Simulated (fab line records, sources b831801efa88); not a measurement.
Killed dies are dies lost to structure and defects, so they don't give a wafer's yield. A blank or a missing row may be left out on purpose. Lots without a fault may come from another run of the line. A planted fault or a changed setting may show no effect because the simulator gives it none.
Problem report in the 8D (eight disciplines) form, filled by code | flow sky130 | the parts of the form that need people (team, actions taken, sign-off) are left out

1. THE PROBLEM
developer_temp_C at SKY_VIA4_DEVELOP_10 reads a mean of 25.32 C on 6 wafers of 2 lots; wafers without a fault read 23.00 C with a standard deviation of 0.11. That is +21 standard deviations from the usual mean.
The step: develop time 60 s.
First seen on wafer L242.2, day 47 13:49, on litho_track-04. The record holds 18 wafers of 6 lots with a number at this step. Rule for "out", or "out of limits": more than 4 standard deviations from the usual mean. The other wafers with a number count as sound.

2. WHAT IT IS AND WHAT IT IS NOT
question                    | is                     | is not
which readings at this step | developer_temp_C       | chill_plate_temp_C
which lots                  | L242, L243             | L226, L235, L246, L248
which wafers of those lots  | all that have a number | -
read on which tools         | litho_track-04         | litho_track-01, litho_track-03
when                        | from day 47 13:49      | up to then (6 sound wafers); but 6 sound wafers of L246, L248 came after

3. SUSPECTS, AND WHAT RULES EACH OUT
Counting: a tool at a process step up to the reading stays a suspect if it ran every lot that is out and no sound lot after the first of them.
- litho_track-04 at SKY_VIA4_DEVELOP_10 (develop time 60 s): kept. It ran every lot that is out, first L242 (day 47 13:49), and no sound lot after that; its last sound lot up to then is L235 (day 45 23:39). Its own readings are out on those wafers: developer_temp_C.
Left after counting: litho_track-04 at SKY_VIA4_DEVELOP_10.

4. THE CAUSE (what the simulator had put in)
Process parameter drift: litho_track-04, from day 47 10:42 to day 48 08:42, at SKY_VIA4_DEVELOP_10. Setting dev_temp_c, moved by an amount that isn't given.
Counting left only this tool.

5. THE CHAIN OF EFFECTS, in route order
Each row: a reading whose mean over the struck wafers that have a number lies more than 3 standard deviations from the usual. Only readings for which the record gives a usual standard deviation are gone through. hours: the time from each lot's start at the first step in this table that gives one to its start at this step, as a median over the lots. sigmas: the change in usual standard deviations.
hours | step                | reading          | usual   | on struck wafers | change | sigmas
0     | SKY_VIA4_DEVELOP_10 | developer_temp_C | 23.00 C | 25.32            | +2.32  | +21
The process steps in it:
- SKY_VIA4_DEVELOP_10: develop time 60 s.
Later measuring or inspecting steps at which every struck wafer that the step has a row for has a number for every such reading, and none has moved that far: SKY_VIA4_OVL_MEAS_11.

6. WHAT WOULD HAVE CAUGHT IT SOONER
In this record the first reading out of limits was taken at day 47 13:49, 3 hours after the fault began at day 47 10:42.
